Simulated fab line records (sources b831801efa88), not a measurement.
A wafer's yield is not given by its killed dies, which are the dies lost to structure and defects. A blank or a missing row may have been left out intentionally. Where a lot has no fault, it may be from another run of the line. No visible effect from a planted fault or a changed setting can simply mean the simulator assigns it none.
Which tool was responsible?	flow gf180mcu	Sampling: 14 lots, 42 wafers, 5 of 602 route steps

## WHAT THE GAUGES SHOWED, per wafer
GF_M3_RS_MEAS_05: measurement is done with a four-point probe. Usual: M3_ALCU_RS gives 0.0695 ohm/sq (standard deviation 0.00062).
lot	measured	on	M3_ALCU_RS (ohm/sq)	flag
L339	day 20 09:46	film-metro-04	0.0695 0.0687 0.0687	
L341	day 20 23:32	film-metro-01	0.0686 0.0688 0.0686	
L342	day 21 18:45	film-metro-03	0.0692 0.0689 0.0683	
L343	day 22 04:14	film-metro-04	0.0692 0.0694 0.0694	
L345	day 22 13:22	film-metro-04	0.0693 0.0687 0.0687	
L352	day 24 22:13	film-metro-04	0.0699 0.0702 0.0692	
L354	day 25 16:43	film-metro-03	0.0706 0.0708 0.0703	
L355	day 26 02:17	film-metro-03	0.0702 0.0702 0.0700	
L356	day 26 05:37	film-metro-03	0.0706 0.0704 0.0699	
L357	day 26 13:04	film-metro-04	0.0697 0.0705 0.0695	
L358	day 26 20:32	film-metro-03	0.0695 0.0690 0.0688	
L359	day 27 07:58	film-metro-01	0.0685 0.0689 0.0682	
L360	day 27 11:16	film-metro-03	0.0693 0.0689 0.0691	
L361	day 27 13:32	film-metro-04	0.0682 0.0686 0.0692	

GF_M3_CD_MEAS_14: target cd 280 nm. Usual: cd-nm at 280.1 nm, with a standard deviation of 1.4.
lot	measured	on	cd-nm (nm)	flag
L339	day 21 09:41	cd-sem-02	279.5 278.3 278.9	
L341	day 21 22:52	cd-sem-01	282.6 281.2 282.4	
L342	day 22 18:28	cd-sem-01	279.8 281.3 280.8	
L343	day 23 03:07	cd-sem-01	248.4 279.6 279.6	OFF
L345	day 23 12:17	cd-sem-02	247.6 247.2 248.5	OFF
L352	day 25 19:23	cd-sem-01	282.5 282.5 283.2	
L354	day 26 13:04	cd-sem-01	280.9 279.9 280.1	
L355	day 26 22:52	cd-sem-01	280.2 280.2 280.6	
L356	day 27 02:20	cd-sem-01	279.6 280.2 280.4	
L357	day 27 09:50	cd-sem-01	279.0 280.0 279.1	
L358	day 27 16:39	cd-sem-02	279.6 278.8 278.8	
L359	day 28 03:56	cd-sem-01	280.8 281.5 281.6	
L360	day 28 07:21	cd-sem-02	280.9 279.5 281.4	
L361	day 28 09:13	cd-sem-02	279.7 280.5 279.7	

## WHAT TOOL EACH LOT RAN ON (gives the tool, then ch and the chambers of the sampled wafers, and finally the start)
lot	GF_V2_STRIP_18	GF_M3_SPUTTER_02	GF_M3_EXPOSE_11
L339	plasma-asher-02 ch 0,1, day 20 08:17	pvd-sputter-01, day 20 09:38	krf-scanner-01 ch 0, day 20 21:35
L341	plasma-asher-02 ch 0,1, day 20 22:04	pvd-sputter-01, day 20 23:26	krf-scanner-01 ch 0, day 21 11:42
L342	plasma-asher-03 ch 0,1, day 21 17:17	pvd-sputter-03, day 21 18:37	krf-scanner-02 ch 0, day 22 06:41
L343	plasma-asher-01 ch 0,1, day 22 02:46	pvd-sputter-01, day 22 04:08	krf-scanner-02 ch 0, day 22 16:04
L345	plasma-asher-01 ch 0,1, day 22 11:49	pvd-sputter-01, day 22 13:16	krf-scanner-02 ch 0, day 23 00:45
L352	plasma-asher-01 ch 0,1, day 24 20:40	pvd-sputter-03, day 24 22:08	krf-scanner-01 ch 0, day 25 09:11
L354	plasma-asher-02 ch 0,1, day 25 15:13	pvd-sputter-03, day 25 16:37	krf-scanner-02 ch 0, day 26 03:12
L355	plasma-asher-01 ch 1, day 26 00:49	pvd-sputter-03, day 26 02:10	krf-scanner-02 ch 0, day 26 12:44
L356	plasma-asher-02 ch 0,1, day 26 04:09	pvd-sputter-03, day 26 05:29	krf-scanner-01 ch 0, day 26 16:26
L357	plasma-asher-01 ch 0,1, day 26 11:28	pvd-sputter-02, day 26 12:57	krf-scanner-02 ch 0, day 26 23:46
L358	plasma-asher-01 ch 0,1, day 26 19:04	pvd-sputter-02, day 26 20:27	krf-scanner-01 ch 0, day 27 07:17
L359	plasma-asher-02 ch 0,1, day 27 06:30	pvd-sputter-01, day 27 07:50	krf-scanner-01 ch 0, day 27 17:55
L360	plasma-asher-03 ch 1, day 27 09:49	pvd-sputter-01, day 27 11:11	krf-scanner-01 ch 0, day 27 21:38
L361	plasma-asher-02 ch 0,1, day 27 12:04	pvd-sputter-01, day 27 13:25	krf-scanner-01 ch 0, day 27 23:40
- GF_V2_STRIP_18: strips in O2/N2.
- GF_M3_SPUTTER_02: material AlCu, target thk 450 nm, time 23.9 s.
- GF_M3_EXPOSE_11: exposes mask Metal3, target cd 280 nm.

## WHAT THE TOOLS THEMSELVES READ (means of the sampled wafers that have a number; where no wafer has one, the mark that the record gives instead)
GF_V2_STRIP_18. Usual: drypump-motor-current-A 5.83 A, standard deviation 0.19; heater-power-w 354 W, standard deviation 33; oes-product-au 0.593 a.u., standard deviation 0.0056.
lot	tool	drypump-motor-current-A (A)	heater-power-w (W)	oes-product-au (a.u.)	flag
L339	plasma-asher-02	5.84	354	0.595	
L341	plasma-asher-02	5.84	350	0.596	
L342	plasma-asher-03	6.02	385	0.589	
L343	plasma-asher-01	5.69	358	0.591	
L345	plasma-asher-01	5.69	359	0.589	
L352	plasma-asher-01	5.74	334	0.593	
L354	plasma-asher-02	5.69	340	0.592	
L355	plasma-asher-01	5.63	391	0.596	
L356	plasma-asher-02	5.85	349	0.584	
L357	plasma-asher-01	5.73	332	0.596	
L358	plasma-asher-01	5.69	360	0.594	
L359	plasma-asher-02	5.83	352	0.596	
L360	plasma-asher-03	5.93	405	0.593	
L361	plasma-asher-02	5.82	351	0.591	

GF_M3_SPUTTER_02. Usual: throttle-valve-pct at 29.4 %, with a standard deviation of 1.1.
lot	tool	throttle-valve-pct (%)	flag
L339	pvd-sputter-01	29.7	
L341	pvd-sputter-01	29.7	
L342	pvd-sputter-03	30.2	
L343	pvd-sputter-01	29.1	
L345	pvd-sputter-01	29.7	
L352	pvd-sputter-03	29.3	
L354	pvd-sputter-03	30.1	
L355	pvd-sputter-03	28.7	
L356	pvd-sputter-03	30.1	
L357	pvd-sputter-02	28.7	
L358	pvd-sputter-02	29.2	
L359	pvd-sputter-01	28.7	
L360	pvd-sputter-01	28.8	
L361	pvd-sputter-01	30.2	

## THE ANSWER, worked out from the rows above alone
Rule: lot off if the mean of its wafers having a number is beyond 3 standard deviations from the usual mean. Also off: a lot with no number at a reading for which 4 or more lots have one. Any other lot the step has rows for is counted as sound. The gauges are gone through in route order, then the tools' own readings, and for those a lot's mean is taken as printed above. At the first step where some lot is off, the reading lying furthest off is the one used; lots without a number count as furthest.
Off: L343, L345, at GF_M3_CD_MEAS_14 (cd-nm).
If a tool, at a process step before that reading, ran all the lots that are off and no sound lot after the first of them, it fits. Gauges at GF_M3_CD_MEAS_14: tried the same way as those tools. No candidate that was tried fits.

## WHAT THE SIMULATOR HAD INSERTED
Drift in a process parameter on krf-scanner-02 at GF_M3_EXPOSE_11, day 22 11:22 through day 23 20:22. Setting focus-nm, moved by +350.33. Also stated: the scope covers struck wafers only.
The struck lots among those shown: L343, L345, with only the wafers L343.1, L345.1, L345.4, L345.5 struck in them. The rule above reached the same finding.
